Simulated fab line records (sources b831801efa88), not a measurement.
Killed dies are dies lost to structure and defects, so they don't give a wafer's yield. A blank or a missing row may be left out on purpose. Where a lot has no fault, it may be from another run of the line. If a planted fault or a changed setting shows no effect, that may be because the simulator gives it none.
Check of tool commonality    flow gf180mcu    Lots sampled 12, wafers sampled 36

## REASON IT WAS OPENED
At GF_V3_THK_MEAS_03 the reading V3_CVD_02_THK is flagged on 2 of 12 lots. Wafers without a fault read 851 nm, standard deviation 12.
Rule: a lot is flagged in two cases, either no wafer of it has a number, or all its wafers with numbers fall more than 4 standard deviations from that mean. All remaining lots are regarded as sound.

lot   measured      on             V3_CVD_02_THK (nm), wafer by wafer  flag
L219  day 21 11:57  film_metro-01  850 867 863                         
L220  day 21 23:29  film_metro-03  864 847 874                         
L222  day 22 16:55  film_metro-01  844 836 863                         
L224  day 23 19:54  film_metro-01  849 852 863                         
L226  day 24 09:18  film_metro-02  834 871 848                         
L227  day 24 15:32  film_metro-03  591 599 603                         FLAGGED
L228  day 24 21:43  film_metro-03  579 594 602                         FLAGGED
L236  day 27 22:09  film_metro-02  847 843 864                         
L237  day 27 23:52  film_metro-03  847 841 852                         
L238  day 28 01:30  film_metro-02  856 855 872                         
L240  day 28 19:02  film_metro-02  851 865 858                         
L241  day 29 00:32  film_metro-01  843 840 858                         
The mean of the flagged lots' numbers is 595 nm, -256 nm from the usual (-21 standard deviations).

## EACH LOT AND THE TOOL IT RAN ON
2 process steps preceding the reading are held in the record, out of 602 steps in the route. Each cell gives the tool, then ch followed by the chambers the sampled wafers passed through, then the start.
lot   flag     GF_M3_STRIP_17                        GF_V3_CVD_02
L219           plasma_asher-04 ch 0,1, day 21 11:10  pecvd-02 ch 0,1, day 21 11:50
L220           plasma_asher-04 ch 0,1, day 21 22:46  pecvd-02 ch 1,2, day 21 23:25
L222           plasma_asher-03 ch 0,1, day 22 16:11  pecvd-01 ch 0,1,2, day 22 16:51
L224           plasma_asher-04 ch 0,1, day 23 19:10  pecvd-01 ch 0,2, day 23 19:49
L226           plasma_asher-04 ch 0,1, day 24 08:31  pecvd-01 ch 0,2, day 24 09:13
L227  FLAGGED  plasma_asher-01 ch 0,1, day 24 14:49  pecvd-01 ch 0,1,2, day 24 15:26
L228  FLAGGED  plasma_asher-04 ch 0,1, day 24 20:58  pecvd-01 ch 0,1,2, day 24 21:38
L236           plasma_asher-03 ch 0,1, day 27 21:22  pecvd-01 ch 0,1, day 27 22:04
L237           plasma_asher-03 ch 0,1, day 27 23:06  pecvd-04 ch 0,1,2, day 27 23:48
L238           plasma_asher-04 ch 0,1, day 28 00:45  pecvd-01 ch 1,2, day 28 01:25
L240           plasma_asher-04 ch 0,1, day 28 18:15  pecvd-01 ch 0,1,2, day 28 18:57
L241           plasma_asher-01 ch 0,1, day 28 23:47  pecvd-04 ch 0,1, day 29 00:29
These steps, and what they do:
- GF_M3_STRIP_17: strips in O2/N2.
- GF_V3_CVD_02: deposits SiO2 from TEOS, target thk 850 nm, time 94.851 s.
- GF_V3_THK_MEAS_03

## FLAGGED AGAINST TOTAL, ONE TOOL AT A TIME (gauges that did the reading follow at the end)
step               tool             lots run  flagged  share of the flagged lots  sound lots run after its first flagged lot
GF_M3_STRIP_17     plasma_asher-01  2         1        some                       1 (L241)
GF_M3_STRIP_17     plasma_asher-03  3         0        none                       -
GF_M3_STRIP_17     plasma_asher-04  7         1        some                       2 (L238,L240)
GF_V3_CVD_02       pecvd-01         8         2        all                        3 (L236,L238,L240)
GF_V3_CVD_02       pecvd-02         2         0        none                       -
GF_V3_CVD_02       pecvd-04         2         0        none                       -
GF_V3_THK_MEAS_03  film_metro-01    4         0        none                       -
GF_V3_THK_MEAS_03  film_metro-02    4         0        none                       -
GF_V3_THK_MEAS_03  film_metro-03    4         2        all                        1 (L237)

## THE TABLE: WHAT IT ALLOWS
In 2 table rows, all flagged lots were run: pecvd-01 (GF_V3_CVD_02), film_metro-03 (GF_V3_THK_MEAS_03).
- pecvd-01 at GF_V3_CVD_02 ran 8 lots, 2 of them flagged. Sound lots ran on it after the first flagged one (L236, L238, L240), which a lasting fault on the whole tool wouldn't allow.
- film_metro-03 at GF_V3_THK_MEAS_03 ran 4 lots, 2 of them flagged. Sound lots ran on it after the first flagged one (L237), which a lasting fault on the whole tool wouldn't allow.
No row of the table ran every flagged lot and no sound lot after the first.

## WHAT THE SIMULATOR HAD INSERTED
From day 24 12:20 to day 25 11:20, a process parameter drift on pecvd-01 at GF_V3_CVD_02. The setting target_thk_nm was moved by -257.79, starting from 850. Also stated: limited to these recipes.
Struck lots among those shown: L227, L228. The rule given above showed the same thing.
